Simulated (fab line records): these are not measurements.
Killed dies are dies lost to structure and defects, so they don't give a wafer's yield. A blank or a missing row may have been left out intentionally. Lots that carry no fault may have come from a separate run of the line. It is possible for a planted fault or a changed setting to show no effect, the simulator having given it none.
The tool behind it: which one? + flow sky130 + Sampling: 13 lots, 39 wafers, 4 of 708 route steps

WHAT THE GAUGES SHOWED, per wafer
SKY_SONOS_ONO_CD_MEAS_13: target cd 410 nm. Usual: cdNm reads 410.4 nm (standard deviation 2.3).
| lot  | measured     | on       | cdNm (nm)         | flag |
|------|--------------|----------|-------------------|------|
| L433 | day 12 16:35 | cdSem-02 | 410.1 409.4 411.4 |      |
| L434 | day 12 18:13 | cdSem-01 | 411.4 408.9 410.4 |      |
| L436 | day 13 18:44 | cdSem-01 | 411.7 409.7 411.2 |      |
| L437 | day 14 04:39 | cdSem-02 | 408.2 408.5 407.1 |      |
| L439 | day 14 18:20 | cdSem-02 | 413.0 409.1 412.0 |      |
| L440 | day 14 21:49 | cdSem-01 | 411.8 412.1 414.0 |      |
| L442 | day 15 18:34 | cdSem-01 | 411.5 412.5 411.4 |      |
| L443 | day 16 03:52 | cdSem-02 | 411.7 415.2 411.3 |      |
| L444 | day 16 12:42 | cdSem-02 | 413.0 412.7 413.1 |      |
| L445 | day 16 18:59 | cdSem-01 | 412.2 412.1 409.4 |      |
| L446 | day 17 02:55 | cdSem-02 | 410.7 410.2 411.6 |      |
| L450 | day 19 12:49 | cdSem-02 | 408.1 407.5 406.8 |      |
| L455 | day 22 10:11 | cdSem-01 | 410.9 413.8 412.1 |      |

SKY_LOCAL_INTERCONNECT_OVL_MEAS_12. Usual: for LOCAL_INTERCONNECT_OVL the level is -3 nm and the standard deviation is 4.6.
| lot  | measured     | on         | LOCAL_INTERCONNECT_OVL (nm) | flag |
|------|--------------|------------|-----------------------------|------|
| L433 | day 30 08:25 | overlay-02 | 2 -2 -2                     |      |
| L434 | day 30 05:36 | overlay-01 | -2 -7 -5                    |      |
| L436 | day 31 13:28 | overlay-02 | -4 1 -3                     |      |
| L437 | day 31 23:25 | overlay-01 | 6 -3 1                      |      |
| L439 | day 32 13:41 | overlay-02 | 0 -2 2                      |      |
| L440 | day 32 16:32 | overlay-01 | 4 -1 2                      |      |
| L442 | day 33 09:46 | overlay-01 | 0 -1 2                      |      |
| L443 | day 33 17:55 | overlay-01 | -1 -1 -1                    |      |
| L444 | day 34 02:55 | overlay-02 | -7 -11 -7                   |      |
| L445 | day 34 09:49 | overlay-02 | 3 -9 0                      |      |
| L446 | day 34 16:16 | overlay-02 | -10 -10 -5                  |      |
| L450 | day 36 18:06 | overlay-01 | 1 -4 0                      |      |
| L455 | day 39 06:23 | overlay-02 | 7 -1 -5                     |      |

WHAT TOOL EACH LOT RAN ON (gives the tool, then ch and the chambers of the sampled wafers, and finally the start)
| lot  | SKY_LI_CONTACT_CMP_02         | SKY_LI_CONTACT_SPUTTER_20   |
|------|-------------------------------|-----------------------------|
| L433 | cmp-01 ch 1,2, day 27 21:44   | pvdSputter-04, day 29 03:02 |
| L434 | cmp-02 ch 1,2,3, day 27 20:53 | pvdSputter-03, day 29 00:57 |
| L436 | cmp-01 ch 2,3, day 29 02:49   | pvdSputter-04, day 30 08:24 |
| L437 | cmp-01 ch 0,3, day 29 14:38   | pvdSputter-04, day 30 19:28 |
| L439 | cmp-01 ch 0,2,3, day 30 05:24 | pvdSputter-04, day 31 10:14 |
| L440 | cmp-01 ch 0,1,3, day 30 07:09 | pvdSputter-03, day 31 12:37 |
| L442 | cmp-02 ch 0,1, day 31 02:11   | pvdSputter-02, day 32 06:16 |
| L443 | cmp-01 ch 0,1,2, day 31 11:17 | pvdSputter-02, day 32 14:20 |
| L444 | cmp-01 ch 0,2,3, day 31 18:55 | pvdSputter-03, day 32 23:03 |
| L445 | cmp-01 ch 0,1,3, day 32 03:11 | pvdSputter-02, day 33 06:36 |
| L446 | cmp-02 ch 1,3, day 32 09:51   | pvdSputter-04, day 33 12:58 |
| L450 | cmp-02 ch 1,2,3, day 34 11:53 | pvdSputter-02, day 35 15:34 |
| L455 | cmp-02 ch 1,2,3, day 37 00:33 | pvdSputter-02, day 38 03:47 |
- SKY_LI_CONTACT_CMP_02: polishes PSG.
- SKY_LI_CONTACT_SPUTTER_20: material TiN, target thk 20 nm, time 80 s.

AS READ BY THE TOOLS THEMSELVES (means over the sampled wafers that have a number; for cases with no such wafer, the mark the record gives instead)
SKY_LI_CONTACT_CMP_02. Usual: motorCurrentA 11.8 A, standard deviation 1.1; platenRpm 60.00 rpm, standard deviation 0.041; timeToEndpointS 33.6 s, standard deviation 2.8.
| lot  | tool   | motorCurrentA (A) | platenRpm (rpm) | timeToEndpointS (s) | flag |
|------|--------|-------------------|-----------------|---------------------|------|
| L433 | cmp-01 | 11.9              | 60.05           | 31.4                |      |
| L434 | cmp-02 | 11.8              | 59.98           | 34.4                |      |
| L436 | cmp-01 | 12.8              | 59.95           | 34.3                |      |
| L437 | cmp-01 | 11.6              | 59.98           | 37.1                |      |
| L439 | cmp-01 | 12.4              | 60.02           | 31.8                |      |
| L440 | cmp-01 | 11.6              | 60.00           | 33.8                |      |
| L442 | cmp-02 | 11.4              | 59.98           | 30.2                |      |
| L443 | cmp-01 | 12.0              | 60.00           | 32.9                |      |
| L444 | cmp-01 | 12.3              | 59.98           | 30.4                |      |
| L445 | cmp-01 | 11.2              | 60.01           | 34.7                |      |
| L446 | cmp-02 | 11.6              | 60.01           | 33.3                |      |
| L450 | cmp-02 | 11.9              | 60.01           | 35.9                |      |
| L455 | cmp-02 | 11.7              | 60.04           | 30.5                |      |

SKY_LI_CONTACT_SPUTTER_20. Usual: chamberPressurePa 5.000 Pa, standard deviation 0.011; throttleValvePct 29.8 %, standard deviation 0.79.
| lot  | tool          | chamberPressurePa (Pa) | throttleValvePct (%) | flag |
|------|---------------|------------------------|----------------------|------|
| L433 | pvdSputter-04 | 4.998                  | 29.1                 |      |
| L434 | pvdSputter-03 | 5.001                  | 29.7                 |      |
| L436 | pvdSputter-04 | 5.001                  | 29.7                 |      |
| L437 | pvdSputter-04 | 4.999                  | 29.8                 |      |
| L439 | pvdSputter-04 | 5.008                  | 30.2                 |      |
| L440 | pvdSputter-03 | 5.008                  | 29.2                 |      |
| L442 | pvdSputter-02 | 5.001                  | 29.0                 |      |
| L443 | pvdSputter-02 | 4.993                  | 29.7                 |      |
| L444 | pvdSputter-03 | 4.997                  | 29.1                 |      |
| L445 | pvdSputter-02 | 4.997                  | 29.6                 |      |
| L446 | pvdSputter-04 | 4.996                  | 29.4                 |      |
| L450 | pvdSputter-02 | 5.282                  | 29.4                 | OFF  |
| L455 | pvdSputter-02 | 4.985                  | 30.2                 |      |

THE ANSWER, worked out from the rows above alone
Rule: a lot is off if the mean of its wafers that have a number lies more than 3 standard deviations from the usual mean. Also off: a lot with no number at a reading for which 4 or more lots have one. Any other lot the step has rows for is counted as sound. Order of review: gauges by route order, followed by the tools' own readings, for which a lot's mean as printed above is used. The first step at which some lot is off is used, and at that step the reading that is off furthest; a lot without a number counts as furthest.
Off, at SKY_LI_CONTACT_SPUTTER_20 on chamberPressurePa: L450.
A tool fits if, at that step or a process step before it, it ran every lot that is off, and no sound lot after the first of them. Of those tried, none fits.

WHAT THE SIMULATOR HAD INSERTED
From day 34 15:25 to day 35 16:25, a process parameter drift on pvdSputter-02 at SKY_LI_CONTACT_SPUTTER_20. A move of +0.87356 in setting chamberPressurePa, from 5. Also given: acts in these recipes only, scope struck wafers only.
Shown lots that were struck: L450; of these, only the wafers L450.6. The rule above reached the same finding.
